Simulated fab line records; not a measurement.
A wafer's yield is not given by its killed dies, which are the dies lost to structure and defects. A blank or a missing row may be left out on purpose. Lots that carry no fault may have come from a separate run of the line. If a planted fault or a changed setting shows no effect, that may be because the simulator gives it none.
fab line records / flow sky130
record: lots: 13 wafers: 39 lastDay: 50
route steps=708 shown FIELD_ISO@1 VT_ADJUST_NCORE@127 SONOS_TUNNEL@162
lots that met no fault: taken from a fault-free run of the same line
startH: hours from the record's first day to the start of the lot's first wafer shown / waitH: time in hours since the lot's previous step / " the same as in the row above / L1.1+2: one row covering several wafers at once / - no value, or no start given / * or withheld: withheld / < > ~ a bound
route shown NAME@n: NAME is a module with steps in the file, n the number in the route of the first one / usual: mean and standard deviation over wafers with no fault / same: alike in all rows / chamber/n: place in a boat / sites: readings site by site / _std_site: the values' standard deviation / _edge_site: inner sites' mean taken away from outer sites' mean / radiusMm: how far each site lies from the wafer's centre / mask NAME#n: copy n / behind: the most recent tool/chamber to have shaped the wafer / hold: cause of the lot's hold/its duration in hours/its outcome / device: which transistor (n, p or np) failed to switch / end of line: the same wafers' tests at the end of the route / a step without rows: its recipe alone / killed: at the first sort, the dies lost to defects and structure; wafer yield is something else / map: a wafer's dies, marking killed ones x, the rest . and places with no die _
set.NAME: setting as actually run; set.NAME@STEP: the setting as run at that earlier step / model.NAME: the simulator's own value behind a step, which no gauge read
route steps across a sampled set of lots; one table per step, one row per wafer
services: when a tool's chamber went out of use (startH, in hours from the record's first day, below 0 if earlier), for how many hours, and the reason
== steps ==
step: SKY_FIELD_ISO_BOW_MEAS_00
recipe: mode: bow
usual: INCOMING_BOW: 1/6.1
lot.wafer=L173.1 tool=filmMetro-03 chamber=- startH=10.00 waitH=- INCOMING_BOW[um]=10
lot.wafer=L173.4 tool=filmMetro-03 chamber=- startH=10.00 waitH=- INCOMING_BOW[um]=1
lot.wafer=L173.6 tool=filmMetro-03 chamber=- startH=10.00 waitH=- INCOMING_BOW[um]=-3
lot.wafer=L174.2 tool=filmMetro-03 chamber=- startH=15.02 waitH=- INCOMING_BOW[um]=-4
lot.wafer=L174.3 tool=filmMetro-03 chamber=- startH=15.02 waitH=- INCOMING_BOW[um]=-10
lot.wafer=L174.6 tool=filmMetro-03 chamber=- startH=15.02 waitH=- INCOMING_BOW[um]=-9
lot.wafer=L180.2 tool=filmMetro-03 chamber=- startH=45.02 waitH=- INCOMING_BOW[um]=7
lot.wafer=L180.3 tool=filmMetro-03 chamber=- startH=45.02 waitH=- INCOMING_BOW[um]=11
lot.wafer=L180.5 tool=filmMetro-03 chamber=- startH=45.02 waitH=- INCOMING_BOW[um]=-6
lot.wafer=L181.2 tool=filmMetro-01 chamber=- startH=50.02 waitH=- INCOMING_BOW[um]=2
lot.wafer=L181.5 tool=filmMetro-01 chamber=- startH=50.02 waitH=- INCOMING_BOW[um]=0
lot.wafer=L181.6 tool=filmMetro-01 chamber=- startH=50.02 waitH=- INCOMING_BOW[um]=-8
lot.wafer=L183.4 tool=filmMetro-02 chamber=- startH=60.06 waitH=- INCOMING_BOW[um]=1
lot.wafer=L183.5 tool=filmMetro-02 chamber=- startH=60.06 waitH=- INCOMING_BOW[um]=-1
lot.wafer=L183.6 tool=filmMetro-02 chamber=- startH=60.06 waitH=- INCOMING_BOW[um]=0
lot.wafer=L188.3 tool=filmMetro-03 chamber=- startH=85.04 waitH=- INCOMING_BOW[um]=8
lot.wafer=L188.4 tool=filmMetro-03 chamber=- startH=85.04 waitH=- INCOMING_BOW[um]=6
lot.wafer=L188.5 tool=filmMetro-03 chamber=- startH=85.04 waitH=- INCOMING_BOW[um]=5
lot.wafer=L190.1 tool=filmMetro-02 chamber=- startH=95.00 waitH=- INCOMING_BOW[um]=4
lot.wafer=L190.3 tool=filmMetro-02 chamber=- startH=95.00 waitH=- INCOMING_BOW[um]=-4
lot.wafer=L190.6 tool=filmMetro-02 chamber=- startH=95.00 waitH=- INCOMING_BOW[um]=7
lot.wafer=L191.2 tool=filmMetro-01 chamber=- startH=100.02 waitH=- INCOMING_BOW[um]=-2
lot.wafer=L191.3 tool=filmMetro-01 chamber=- startH=100.02 waitH=- INCOMING_BOW[um]=-4
lot.wafer=L191.4 tool=filmMetro-01 chamber=- startH=100.02 waitH=- INCOMING_BOW[um]=5
lot.wafer=L192.1 tool=filmMetro-02 chamber=- startH=105.00 waitH=- INCOMING_BOW[um]=0
lot.wafer=L192.3 tool=filmMetro-02 chamber=- startH=105.00 waitH=- INCOMING_BOW[um]=11
lot.wafer=L192.5 tool=filmMetro-02 chamber=- startH=105.00 waitH=- INCOMING_BOW[um]=5
lot.wafer=L193.2 tool=filmMetro-03 chamber=- startH=110.02 waitH=- INCOMING_BOW[um]=0
lot.wafer=L193.3 tool=filmMetro-03 chamber=- startH=110.02 waitH=- INCOMING_BOW[um]=5
lot.wafer=L193.5 tool=filmMetro-03 chamber=- startH=110.02 waitH=- INCOMING_BOW[um]=1
lot.wafer=L194.1 tool=filmMetro-01 chamber=- startH=115.00 waitH=- INCOMING_BOW[um]=4
lot.wafer=L194.3 tool=filmMetro-01 chamber=- startH=115.00 waitH=- INCOMING_BOW[um]=7
lot.wafer=L194.6 tool=filmMetro-01 chamber=- startH=115.00 waitH=- INCOMING_BOW[um]=-2
lot.wafer=L195.1 tool=filmMetro-02 chamber=- startH=120.00 waitH=- INCOMING_BOW[um]=3
lot.wafer=L195.3 tool=filmMetro-02 chamber=- startH=120.00 waitH=- INCOMING_BOW[um]=6
lot.wafer=L195.4 tool=filmMetro-02 chamber=- startH=120.00 waitH=- INCOMING_BOW[um]=-6
lot.wafer=L196.1 tool=filmMetro-03 chamber=- startH=125.00 waitH=- INCOMING_BOW[um]=-2
lot.wafer=L196.3 tool=filmMetro-03 chamber=- startH=125.00 waitH=- INCOMING_BOW[um]=2
lot.wafer=L196.4 tool=filmMetro-03 chamber=- startH=125.00 waitH=- INCOMING_BOW[um]=-7
step: SKY_VT_ADJUST_NCORE_OVL_MEAS_08
usual: VT_ADJUST_NCORE_OVL: -0.2/1.7
lot.wafer=L173.1 tool=overlay-01 chamber=- startH=186.08 waitH=0.1 VT_ADJUST_NCORE_OVL[nm]=-0.4
lot.wafer=L173.4 tool=overlay-01 chamber=- startH=186.08 waitH=0.1 VT_ADJUST_NCORE_OVL[nm]=-0.3
lot.wafer=L173.6 tool=overlay-01 chamber=- startH=186.08 waitH=0.1 VT_ADJUST_NCORE_OVL[nm]=-0.2
lot.wafer=L174.2 tool=overlay-02 chamber=- startH=191.01 waitH=0.1 VT_ADJUST_NCORE_OVL[nm]=1.2
lot.wafer=L174.3 tool=overlay-02 chamber=- startH=191.01 waitH=0.1 VT_ADJUST_NCORE_OVL[nm]=0.4
lot.wafer=L174.6 tool=overlay-02 chamber=- startH=191.01 waitH=0.1 VT_ADJUST_NCORE_OVL[nm]=0.6
lot.wafer=L180.2 tool=overlay-01 chamber=- startH=233.89 waitH=0.1 VT_ADJUST_NCORE_OVL[nm]=-1.3
lot.wafer=L180.3 tool=overlay-01 chamber=- startH=233.89 waitH=0.1 VT_ADJUST_NCORE_OVL[nm]=-2.4
lot.wafer=L180.5 tool=overlay-01 chamber=- startH=233.89 waitH=0.1 VT_ADJUST_NCORE_OVL[nm]=-2.2
lot.wafer=L181.2 tool=overlay-02 chamber=- startH=241.36 waitH=0.1 VT_ADJUST_NCORE_OVL[nm]=0.7
lot.wafer=L181.5 tool=overlay-02 chamber=- startH=241.36 waitH=0.1 VT_ADJUST_NCORE_OVL[nm]=0.8
lot.wafer=L181.6 tool=overlay-02 chamber=- startH=241.36 waitH=0.1 VT_ADJUST_NCORE_OVL[nm]=0.2
lot.wafer=L183.4 tool=overlay-01 chamber=- startH=252.28 waitH=0.1 VT_ADJUST_NCORE_OVL[nm]=3.7
lot.wafer=L183.5 tool=overlay-01 chamber=- startH=252.28 waitH=0.1 VT_ADJUST_NCORE_OVL[nm]=2.3
lot.wafer=L183.6 tool=overlay-01 chamber=- startH=252.28 waitH=0.1 VT_ADJUST_NCORE_OVL[nm]=2.9
lot.wafer=L188.3 tool=overlay-01 chamber=- startH=288.44 waitH=0.1 VT_ADJUST_NCORE_OVL[nm]=1.5
lot.wafer=L188.4 tool=overlay-01 chamber=- startH=288.44 waitH=0.1 VT_ADJUST_NCORE_OVL[nm]=3.8
lot.wafer=L188.5 tool=overlay-01 chamber=- startH=288.44 waitH=0.1 VT_ADJUST_NCORE_OVL[nm]=2.9
lot.wafer=L190.1 tool=overlay-01 chamber=- startH=299.38 waitH=0.1 VT_ADJUST_NCORE_OVL[nm]=0.4
lot.wafer=L190.3 tool=overlay-01 chamber=- startH=299.38 waitH=0.1 VT_ADJUST_NCORE_OVL[nm]=0.3
lot.wafer=L190.6 tool=overlay-01 chamber=- startH=299.38 waitH=0.1 VT_ADJUST_NCORE_OVL[nm]=-0.6
lot.wafer=L191.2 tool=overlay-02 chamber=- startH=307.60 waitH=0.1 VT_ADJUST_NCORE_OVL[nm]=-3.2
lot.wafer=L191.3 tool=overlay-02 chamber=- startH=307.60 waitH=0.1 VT_ADJUST_NCORE_OVL[nm]=-2.4
lot.wafer=L191.4 tool=overlay-02 chamber=- startH=307.60 waitH=0.1 VT_ADJUST_NCORE_OVL[nm]=-1.2
lot.wafer=L192.1 tool=overlay-01 chamber=- startH=314.08 waitH=0.1 VT_ADJUST_NCORE_OVL[nm]=0.2
lot.wafer=L192.3 tool=overlay-01 chamber=- startH=314.08 waitH=0.1 VT_ADJUST_NCORE_OVL[nm]=0.2
lot.wafer=L192.5 tool=overlay-01 chamber=- startH=314.08 waitH=0.1 VT_ADJUST_NCORE_OVL[nm]=0.1
lot.wafer=L193.2 tool=overlay-02 chamber=- startH=321.00 waitH=0.1 VT_ADJUST_NCORE_OVL[nm]=0.3
lot.wafer=L193.3 tool=overlay-02 chamber=- startH=321.00 waitH=0.1 VT_ADJUST_NCORE_OVL[nm]=-0.2
lot.wafer=L193.5 tool=overlay-02 chamber=- startH=321.00 waitH=0.1 VT_ADJUST_NCORE_OVL[nm]=0.1
lot.wafer=L194.1 tool=overlay-02 chamber=- startH=328.89 waitH=0.1 VT_ADJUST_NCORE_OVL[nm]=-0.9
lot.wafer=L194.3 tool=overlay-02 chamber=- startH=328.89 waitH=0.1 VT_ADJUST_NCORE_OVL[nm]=-0.9
lot.wafer=L194.6 tool=overlay-02 chamber=- startH=328.89 waitH=0.1 VT_ADJUST_NCORE_OVL[nm]=-1.9
lot.wafer=L195.1 tool=overlay-02 chamber=- startH=335.13 waitH=0.1 VT_ADJUST_NCORE_OVL[nm]=-2.9
lot.wafer=L195.3 tool=overlay-02 chamber=- startH=335.13 waitH=0.1 VT_ADJUST_NCORE_OVL[nm]=-2.1
lot.wafer=L195.4 tool=overlay-02 chamber=- startH=335.13 waitH=0.1 VT_ADJUST_NCORE_OVL[nm]=-2.3
lot.wafer=L196.1 tool=overlay-02 chamber=- startH=337.99 waitH=0.1 VT_ADJUST_NCORE_OVL[nm]=-0.7
lot.wafer=L196.3 tool=overlay-02 chamber=- startH=337.99 waitH=0.1 VT_ADJUST_NCORE_OVL[nm]=-1.1
lot.wafer=L196.4 tool=overlay-02 chamber=- startH=337.99 waitH=0.1 VT_ADJUST_NCORE_OVL[nm]=-0.8
step: SKY_VT_ADJUST_NCORE_IMPLANT_09
recipe: species: B energyKev: 10 doseCm2: 2.4e+12 tiltDeg: withheld
usual: beamEnergyKeV: 10.000/0.0036 beamOnS: 10.01/0.21 doseIonsCm2: 2.4005e+12/2.6e+09
same: implantIonAmu: 11
lot.wafer=L173.1 tool=implanter-02 chamber=0 startH=186.12 waitH=0.0 beamEnergyKeV=10.004 beamOnS=10.28 doseIonsCm2=2.398e+12
lot.wafer=L173.4 tool=implanter-02 chamber=0 startH=186.12 waitH=0.0 beamEnergyKeV=10.006 beamOnS=10.15 doseIonsCm2=2.4e+12
lot.wafer=L173.6 tool=implanter-02 chamber=0 startH=186.12 waitH=0.0 beamEnergyKeV=10.005 beamOnS=10.31 doseIonsCm2=2.3957e+12
lot.wafer=L174.2 tool=implanter-02 chamber=0 startH=191.06 waitH=0.0 beamEnergyKeV=9.992 beamOnS=10.14 doseIonsCm2=2.4009e+12
lot.wafer=L174.3 tool=implanter-02 chamber=0 startH=191.06 waitH=0.0 beamEnergyKeV=9.999 beamOnS=10.14 doseIonsCm2=2.3991e+12
lot.wafer=L174.6 tool=implanter-02 chamber=0 startH=191.06 waitH=0.0 beamEnergyKeV=9.994 beamOnS=10.49 doseIonsCm2=2.3955e+12
lot.wafer=L180.2 tool=implanter-02 chamber=0 startH=233.94 waitH=0.0 beamEnergyKeV=10.001 beamOnS=10.48 doseIonsCm2=2.4041e+12
lot.wafer=L180.3 tool=implanter-02 chamber=0 startH=233.94 waitH=0.0 beamEnergyKeV=9.997 beamOnS=10.28 doseIonsCm2=2.3999e+12
lot.wafer=L180.5 tool=implanter-02 chamber=0 startH=233.94 waitH=0.0 beamEnergyKeV=10.000 beamOnS=9.59 doseIonsCm2=2.3999e+12
lot.wafer=L181.2 tool=implanter-02 chamber=0 startH=241.41 waitH=0.0 beamEnergyKeV=14.354 beamOnS=10.13 doseIonsCm2=2.4015e+12
lot.wafer=L181.5 tool=implanter-02 chamber=0 startH=241.41 waitH=0.0 beamEnergyKeV=14.367 beamOnS=10.17 doseIonsCm2=2.4032e+12
lot.wafer=L181.6 tool=implanter-02 chamber=0 startH=241.41 waitH=0.0 beamEnergyKeV=14.361 beamOnS=9.91 doseIonsCm2=2.4006e+12
lot.wafer=L183.4 tool=implanter-02 chamber=0 startH=252.37 waitH=0.1 beamEnergyKeV=14.362 beamOnS=9.94 doseIonsCm2=2.4007e+12
lot.wafer=L183.5 tool=implanter-02 chamber=0 startH=252.37 waitH=0.1 beamEnergyKeV=14.364 beamOnS=10.11 doseIonsCm2=2.3928e+12
lot.wafer=L183.6 tool=implanter-02 chamber=0 startH=252.37 waitH=0.1 beamEnergyKeV=14.360 beamOnS=9.95 doseIonsCm2=2.3999e+12
lot.wafer=L188.3 tool=implanter-03 chamber=0 startH=288.52 waitH=0.1 beamEnergyKeV=10.000 beamOnS=10.05 doseIonsCm2=2.4035e+12
lot.wafer=L188.4 tool=implanter-03 chamber=0 startH=288.52 waitH=0.1 beamEnergyKeV=9.998 beamOnS=10.02 doseIonsCm2=2.4007e+12
lot.wafer=L188.5 tool=implanter-03 chamber=0 startH=288.52 waitH=0.1 beamEnergyKeV=9.999 beamOnS=10.21 doseIonsCm2=2.404e+12
lot.wafer=L190.1 tool=implanter-03 chamber=0 startH=299.42 waitH=0.0 beamEnergyKeV=9.998 beamOnS=10.17 doseIonsCm2=2.3994e+12
lot.wafer=L190.3 tool=implanter-03 chamber=0 startH=299.42 waitH=0.0 beamEnergyKeV=10.000 beamOnS=10.04 doseIonsCm2=2.4022e+12
lot.wafer=L190.6 tool=implanter-03 chamber=0 startH=299.42 waitH=0.0 beamEnergyKeV=10.001 beamOnS=9.97 doseIonsCm2=2.4018e+12
lot.wafer=L191.2 tool=implanter-03 chamber=0 startH=307.65 waitH=0.0 beamEnergyKeV=9.996 beamOnS=10.00 doseIonsCm2=2.4015e+12
lot.wafer=L191.3 tool=implanter-03 chamber=0 startH=307.65 waitH=0.0 beamEnergyKeV=9.996 beamOnS=9.93 doseIonsCm2=2.4029e+12
lot.wafer=L191.4 tool=implanter-03 chamber=0 startH=307.65 waitH=0.0 beamEnergyKeV=9.997 beamOnS=9.88 doseIonsCm2=2.3998e+12
lot.wafer=L192.1 tool=implanter-03 chamber=0 startH=314.12 waitH=0.0 beamEnergyKeV=10.003 beamOnS=9.94 doseIonsCm2=2.4011e+12
lot.wafer=L192.3 tool=implanter-03 chamber=0 startH=314.12 waitH=0.0 beamEnergyKeV=10.001 beamOnS=10.00 doseIonsCm2=2.3999e+12
lot.wafer=L192.5 tool=implanter-03 chamber=0 startH=314.12 waitH=0.0 beamEnergyKeV=10.005 beamOnS=10.20 doseIonsCm2=2.4032e+12
lot.wafer=L193.2 tool=implanter-03 chamber=0 startH=321.05 waitH=0.0 beamEnergyKeV=9.994 beamOnS=10.23 doseIonsCm2=2.4057e+12
lot.wafer=L193.3 tool=implanter-03 chamber=0 startH=321.05 waitH=0.0 beamEnergyKeV=10.000 beamOnS=9.87 doseIonsCm2=2.4009e+12
lot.wafer=L193.5 tool=implanter-03 chamber=0 startH=321.05 waitH=0.0 beamEnergyKeV=10.000 beamOnS=10.17 doseIonsCm2=2.3989e+12
lot.wafer=L194.1 tool=implanter-03 chamber=0 startH=328.93 waitH=0.0 beamEnergyKeV=10.001 beamOnS=10.22 doseIonsCm2=2.3982e+12
lot.wafer=L194.3 tool=implanter-03 chamber=0 startH=328.93 waitH=0.0 beamEnergyKeV=9.999 beamOnS=10.28 doseIonsCm2=2.4031e+12
lot.wafer=L194.6 tool=implanter-03 chamber=0 startH=328.93 waitH=0.0 beamEnergyKeV=9.999 beamOnS=9.99 doseIonsCm2=2.4026e+12
lot.wafer=L195.1 tool=implanter-03 chamber=0 startH=335.17 waitH=0.0 beamEnergyKeV=10.003 beamOnS=9.97 doseIonsCm2=2.4016e+12
lot.wafer=L195.3 tool=implanter-03 chamber=0 startH=335.17 waitH=0.0 beamEnergyKeV=9.995 beamOnS=9.89 doseIonsCm2=2.4015e+12
lot.wafer=L195.4 tool=implanter-03 chamber=0 startH=335.17 waitH=0.0 beamEnergyKeV=9.999 beamOnS=10.16 doseIonsCm2=2.4e+12
lot.wafer=L196.1 tool=implanter-01 chamber=0 startH=338.03 waitH=0.0 beamEnergyKeV=10.001 beamOnS=9.93 doseIonsCm2=2.3996e+12
lot.wafer=L196.3 tool=implanter-01 chamber=0 startH=338.03 waitH=0.0 beamEnergyKeV=10.007 beamOnS=10.16 doseIonsCm2=2.3982e+12
lot.wafer=L196.4 tool=implanter-01 chamber=0 startH=338.03 waitH=0.0 beamEnergyKeV=10.002 beamOnS=10.00 doseIonsCm2=2.395e+12
step: SKY_VT_ADJUST_NCORE_TW_MEAS_11
usual: VT_ADJUST_NCORE_TW: 217.6/1.6
lot.wafer=L173.1 tool=filmMetro-03 chamber=- startH=186.37 waitH=0.1 VT_ADJUST_NCORE_TW=216.5
lot.wafer=L173.4 tool=filmMetro-03 chamber=- startH=186.37 waitH=0.1 VT_ADJUST_NCORE_TW=216.6
lot.wafer=L173.6 tool=filmMetro-03 chamber=- startH=186.37 waitH=0.1 VT_ADJUST_NCORE_TW=216.7
lot.wafer=L174.2 tool=filmMetro-03 chamber=- startH=191.30 waitH=0.1 VT_ADJUST_NCORE_TW=216.0
lot.wafer=L174.3 tool=filmMetro-03 chamber=- startH=191.30 waitH=0.1 VT_ADJUST_NCORE_TW=216.0
lot.wafer=L174.6 tool=filmMetro-03 chamber=- startH=191.30 waitH=0.1 VT_ADJUST_NCORE_TW=216.9
lot.wafer=L180.2 tool=filmMetro-02 chamber=- startH=234.18 waitH=0.1 VT_ADJUST_NCORE_TW=217.3
lot.wafer=L180.3 tool=filmMetro-02 chamber=- startH=234.18 waitH=0.1 VT_ADJUST_NCORE_TW=216.3
lot.wafer=L180.5 tool=filmMetro-02 chamber=- startH=234.18 waitH=0.1 VT_ADJUST_NCORE_TW=217.2
lot.wafer=L181.2 tool=filmMetro-01 chamber=- startH=241.65 waitH=0.1 VT_ADJUST_NCORE_TW=237.1
lot.wafer=L181.5 tool=filmMetro-01 chamber=- startH=241.65 waitH=0.1 VT_ADJUST_NCORE_TW=238.2
lot.wafer=L181.6 tool=filmMetro-01 chamber=- startH=241.65 waitH=0.1 VT_ADJUST_NCORE_TW=237.0
lot.wafer=L183.4 tool=filmMetro-01 chamber=- startH=252.58 waitH=0.1 VT_ADJUST_NCORE_TW=238.1
lot.wafer=L183.5 tool=filmMetro-01 chamber=- startH=252.58 waitH=0.1 VT_ADJUST_NCORE_TW=238.1
lot.wafer=L183.6 tool=filmMetro-01 chamber=- startH=252.58 waitH=0.1 VT_ADJUST_NCORE_TW=239.1
lot.wafer=L188.3 tool=filmMetro-03 chamber=- startH=288.74 waitH=0.1 VT_ADJUST_NCORE_TW=216.7
lot.wafer=L188.4 tool=filmMetro-03 chamber=- startH=288.74 waitH=0.1 VT_ADJUST_NCORE_TW=215.4
lot.wafer=L188.5 tool=filmMetro-03 chamber=- startH=288.74 waitH=0.1 VT_ADJUST_NCORE_TW=217.0
lot.wafer=L190.1 tool=filmMetro-02 chamber=- startH=299.67 waitH=0.1 VT_ADJUST_NCORE_TW=216.5
lot.wafer=L190.3 tool=filmMetro-02 chamber=- startH=299.67 waitH=0.1 VT_ADJUST_NCORE_TW=216.8
lot.wafer=L190.6 tool=filmMetro-02 chamber=- startH=299.67 waitH=0.1 VT_ADJUST_NCORE_TW=217.9
lot.wafer=L191.2 tool=filmMetro-02 chamber=- startH=307.89 waitH=0.1 VT_ADJUST_NCORE_TW=218.0
lot.wafer=L191.3 tool=filmMetro-02 chamber=- startH=307.89 waitH=0.1 VT_ADJUST_NCORE_TW=217.0
lot.wafer=L191.4 tool=filmMetro-02 chamber=- startH=307.89 waitH=0.1 VT_ADJUST_NCORE_TW=217.9
lot.wafer=L192.1 tool=filmMetro-01 chamber=- startH=314.37 waitH=0.1 VT_ADJUST_NCORE_TW=220.3
lot.wafer=L192.3 tool=filmMetro-01 chamber=- startH=314.37 waitH=0.1 VT_ADJUST_NCORE_TW=222.2
lot.wafer=L192.5 tool=filmMetro-01 chamber=- startH=314.37 waitH=0.1 VT_ADJUST_NCORE_TW=220.9
lot.wafer=L193.2 tool=filmMetro-03 chamber=- startH=321.29 waitH=0.1 VT_ADJUST_NCORE_TW=217.0
lot.wafer=L193.3 tool=filmMetro-03 chamber=- startH=321.29 waitH=0.1 VT_ADJUST_NCORE_TW=216.8
lot.wafer=L193.5 tool=filmMetro-03 chamber=- startH=321.29 waitH=0.1 VT_ADJUST_NCORE_TW=216.7
lot.wafer=L194.1 tool=filmMetro-03 chamber=- startH=329.18 waitH=0.1 VT_ADJUST_NCORE_TW=215.8
lot.wafer=L194.3 tool=filmMetro-03 chamber=- startH=329.18 waitH=0.1 VT_ADJUST_NCORE_TW=216.3
lot.wafer=L194.6 tool=filmMetro-03 chamber=- startH=329.18 waitH=0.1 VT_ADJUST_NCORE_TW=216.0
lot.wafer=L195.1 tool=filmMetro-01 chamber=- startH=335.42 waitH=0.1 VT_ADJUST_NCORE_TW=221.4
lot.wafer=L195.3 tool=filmMetro-01 chamber=- startH=335.42 waitH=0.1 VT_ADJUST_NCORE_TW=220.3
lot.wafer=L195.4 tool=filmMetro-01 chamber=- startH=335.42 waitH=0.1 VT_ADJUST_NCORE_TW=219.0
lot.wafer=L196.1 tool=filmMetro-03 chamber=- startH=338.28 waitH=0.1 VT_ADJUST_NCORE_TW=216.9
lot.wafer=L196.3 tool=filmMetro-03 chamber=- startH=338.28 waitH=0.1 VT_ADJUST_NCORE_TW=216.5
lot.wafer=L196.4 tool=filmMetro-03 chamber=- startH=338.28 waitH=0.1 VT_ADJUST_NCORE_TW=216.1
step: SKY_SONOS_TUNNEL_OVL_MEAS_08
usual: SONOS_TUNNEL_OVL: -0.5/1.4
lot.wafer=L173.1 tool=overlay-01 chamber=- startH=253.91 waitH=0.1 SONOS_TUNNEL_OVL[nm]=-0.2
lot.wafer=L173.4 tool=overlay-01 chamber=- startH=253.91 waitH=0.1 SONOS_TUNNEL_OVL[nm]=1.0
lot.wafer=L173.6 tool=overlay-01 chamber=- startH=253.91 waitH=0.1 SONOS_TUNNEL_OVL[nm]=-1.3
lot.wafer=L174.2 tool=overlay-01 chamber=- startH=258.40 waitH=0.1 SONOS_TUNNEL_OVL[nm]=-1.8
lot.wafer=L174.3 tool=overlay-01 chamber=- startH=258.40 waitH=0.1 SONOS_TUNNEL_OVL[nm]=-3.5
lot.wafer=L174.6 tool=overlay-01 chamber=- startH=258.40 waitH=0.1 SONOS_TUNNEL_OVL[nm]=-0.8
lot.wafer=L180.2 tool=overlay-01 chamber=- startH=306.64 waitH=0.1 SONOS_TUNNEL_OVL[nm]=-1.2
lot.wafer=L180.3 tool=overlay-01 chamber=- startH=306.64 waitH=0.1 SONOS_TUNNEL_OVL[nm]=-1.4
lot.wafer=L180.5 tool=overlay-01 chamber=- startH=306.64 waitH=0.1 SONOS_TUNNEL_OVL[nm]=-2.1
lot.wafer=L181.2 tool=overlay-01 chamber=- startH=313.66 waitH=0.1 SONOS_TUNNEL_OVL[nm]=-1.0
lot.wafer=L181.5 tool=overlay-01 chamber=- startH=313.66 waitH=0.1 SONOS_TUNNEL_OVL[nm]=0.0
lot.wafer=L181.6 tool=overlay-01 chamber=- startH=313.66 waitH=0.1 SONOS_TUNNEL_OVL[nm]=-1.1
lot.wafer=L183.4 tool=overlay-02 chamber=- startH=325.58 waitH=0.1 SONOS_TUNNEL_OVL[nm]=-0.8
lot.wafer=L183.5 tool=overlay-02 chamber=- startH=325.58 waitH=0.1 SONOS_TUNNEL_OVL[nm]=-2.1
lot.wafer=L183.6 tool=overlay-02 chamber=- startH=325.58 waitH=0.1 SONOS_TUNNEL_OVL[nm]=-1.8
lot.wafer=L188.3 tool=overlay-01 chamber=- startH=363.30 waitH=0.1 SONOS_TUNNEL_OVL[nm]=-2.2
lot.wafer=L188.4 tool=overlay-01 chamber=- startH=363.30 waitH=0.1 SONOS_TUNNEL_OVL[nm]=-0.7
lot.wafer=L188.5 tool=overlay-01 chamber=- startH=363.30 waitH=0.1 SONOS_TUNNEL_OVL[nm]=-1.2
lot.wafer=L190.1 tool=overlay-01 chamber=- startH=375.81 waitH=0.1 SONOS_TUNNEL_OVL[nm]=-3.1
lot.wafer=L190.3 tool=overlay-01 chamber=- startH=375.81 waitH=0.1 SONOS_TUNNEL_OVL[nm]=-2.1
lot.wafer=L190.6 tool=overlay-01 chamber=- startH=375.81 waitH=0.1 SONOS_TUNNEL_OVL[nm]=-2.1
lot.wafer=L191.2 tool=overlay-01 chamber=- startH=386.04 waitH=0.1 SONOS_TUNNEL_OVL[nm]=-1.6
lot.wafer=L191.3 tool=overlay-01 chamber=- startH=386.04 waitH=0.1 SONOS_TUNNEL_OVL[nm]=-0.5
lot.wafer=L191.4 tool=overlay-01 chamber=- startH=386.04 waitH=0.1 SONOS_TUNNEL_OVL[nm]=0.5
lot.wafer=L192.1 tool=overlay-01 chamber=- startH=393.91 waitH=0.1 SONOS_TUNNEL_OVL[nm]=-1.8
lot.wafer=L192.3 tool=overlay-01 chamber=- startH=393.91 waitH=0.1 SONOS_TUNNEL_OVL[nm]=0.1
lot.wafer=L192.5 tool=overlay-01 chamber=- startH=393.91 waitH=0.1 SONOS_TUNNEL_OVL[nm]=-2.2
lot.wafer=L193.2 tool=overlay-01 chamber=- startH=400.29 waitH=0.1 SONOS_TUNNEL_OVL[nm]=-1.9
lot.wafer=L193.3 tool=overlay-01 chamber=- startH=400.29 waitH=0.1 SONOS_TUNNEL_OVL[nm]=-1.4
lot.wafer=L193.5 tool=overlay-01 chamber=- startH=400.29 waitH=0.1 SONOS_TUNNEL_OVL[nm]=-1.9
lot.wafer=L194.1 tool=overlay-02 chamber=- startH=412.11 waitH=0.1 SONOS_TUNNEL_OVL[nm]=1.0
lot.wafer=L194.3 tool=overlay-02 chamber=- startH=412.11 waitH=0.1 SONOS_TUNNEL_OVL[nm]=2.1
lot.wafer=L194.6 tool=overlay-02 chamber=- startH=412.11 waitH=0.1 SONOS_TUNNEL_OVL[nm]=0.6
lot.wafer=L195.1 tool=overlay-01 chamber=- startH=418.53 waitH=0.1 SONOS_TUNNEL_OVL[nm]=-0.4
lot.wafer=L195.3 tool=overlay-01 chamber=- startH=418.53 waitH=0.1 SONOS_TUNNEL_OVL[nm]=-0.5
lot.wafer=L195.4 tool=overlay-01 chamber=- startH=418.53 waitH=0.1 SONOS_TUNNEL_OVL[nm]=2.0
lot.wafer=L196.1 tool=overlay-01 chamber=- startH=421.93 waitH=0.1 SONOS_TUNNEL_OVL[nm]=2.2
lot.wafer=L196.3 tool=overlay-01 chamber=- startH=421.93 waitH=0.1 SONOS_TUNNEL_OVL[nm]=1.9
lot.wafer=L196.4 tool=overlay-01 chamber=- startH=421.93 waitH=0.1 SONOS_TUNNEL_OVL[nm]=2.0
== services ==
tool=implanter-03 chamber=- startH=171.01 hours=7.0 kind=repair
tool=implanter-02 chamber=- startH=206.83 hours=10.1 kind=pm
tool=implanter-02 chamber=- startH=276.88 hours=1.3 kind=repair
tool=implanter-01 chamber=- startH=290.57 hours=6.9 kind=repair
tool=implanter-02 chamber=- startH=305.41 hours=2.2 kind=repair
tool=implanter-01 chamber=- startH=332.22 hours=1.5 kind=repair
== key ==
firstSign: step: SKY_VT_ADJUST_NCORE_IMPLANT_09 reading: beamEnergyKeV direction: up sigmas: 99+ usual: * struck: *
effect: step: SKY_VT_ADJUST_NCORE_TW_MEAS_11 reading: VT_ADJUST_NCORE_TW direction: up sigmas: 13 usual: 217.6 struck: 237.9
metAt SKY_VT_ADJUST_NCORE_IMPLANT_09
struckLots L181,L183
testerLeftOut L181,L183
notActingAt SKY_FIELD_ISO_BOW_MEAS_00,SKY_VT_ADJUST_NCORE_OVL_MEAS_08,SKY_SONOS_TUNNEL_OVL_MEAS_08
onsetBetween 233.94 241.41
fault: kind: processParameterDrift tool: implanter-02 chamber: - onsetH: 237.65 steps: SKY_VT_ADJUST_NCORE_IMPLANT_09 channel: energyKev offset: * shape: step endH: 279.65 actsIn: * stated: *
testerLeftOut: of these lots the tester's yield and bins aren't shown, on N5 and GAA mostly nor the transistor test; their killed dies are dies lost to structure and defects alone, not to doping, threshold or leakage, so they don't give the yield
